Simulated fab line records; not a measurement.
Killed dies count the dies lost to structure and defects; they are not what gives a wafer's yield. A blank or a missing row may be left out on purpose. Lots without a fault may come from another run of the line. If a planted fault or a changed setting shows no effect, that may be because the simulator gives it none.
Which tool was responsible? ; flow sky130 ; 21 wafers from 7 lots sampled at 3 of the route's 708 steps

== WHAT THE GAUGES SHOWED, per wafer ==
SKY_VIA3_OVL_MEAS_13.
lot;measured;on;VIA3_OVL (nm)
L844;day 41 05:40;overlay-01;-5 -1 -3
L847;day 42 00:17;overlay-01;-3 -5 -6
L849;day 42 17:52;overlay-01;-4 -5 1
L852;day 43 10:11;overlay-01;-4 -7 -4
L858;day 45 00:20;overlay-01;-6 -4 -5
L860;day 45 04:33;overlay-02;2 -8 2
L863;day 45 22:12;overlay-02;-1 -5 -10

== TOOL THAT RAN EACH LOT (tool first, then ch and the chambers of the sampled wafers, then the start) ==
lot;SKY_VIA2_CMP_02;SKY_METAL3_STRIP_19
L844;cmp-02 ch 1,2,3, day 36 18:37;plasma asher-02 ch 0,1, day 40 03:10
L847;cmp-02 ch 1,2, day 37 14:40;plasma asher-04 ch 0,1, day 40 22:55
L849;cmp-01 ch 0,1, day 38 10:41;plasma asher-02 ch 0,1, day 41 18:03
L852;cmp-01 ch 0,1, day 39 08:05;plasma asher-02 ch 0,1, day 42 11:59
L858;cmp-01 ch 1,2, day 41 04:04;plasma asher-03 ch 0,1, day 44 00:31
L860;cmp-01 ch 2,3, day 41 09:41;plasma asher-03 ch 1, day 44 05:04
L863;cmp-02 ch 0,1,2, day 42 03:02;plasma asher-04 ch 0, day 44 21:58
- SKY_VIA2_CMP_02: polishes SiO2.
- SKY_METAL3_STRIP_19: strips in O2/N2.

== THE ANSWER, worked out from the rows above alone ==
Rule: what is usual is taken from the lots themselves. Put in order of their means at a reading, lots are off if they are a third of the lots or fewer, leave a main group of 4 or more, and stand apart from it by a gap of 3 or more times the standard deviation of the main group's means; of several such gaps the widest counts. A main group whose means are all the same, to the digits that the tables above print for the reading, isn't used. A lot without any number at a reading at which 4 lots or more have one is off too. The other lots that the step has rows for count as sound.
Across all readings shown, no lot is off: no conclusion can be drawn from this.

== WHAT HAD BEEN PUT IN BY THE SIMULATOR ==
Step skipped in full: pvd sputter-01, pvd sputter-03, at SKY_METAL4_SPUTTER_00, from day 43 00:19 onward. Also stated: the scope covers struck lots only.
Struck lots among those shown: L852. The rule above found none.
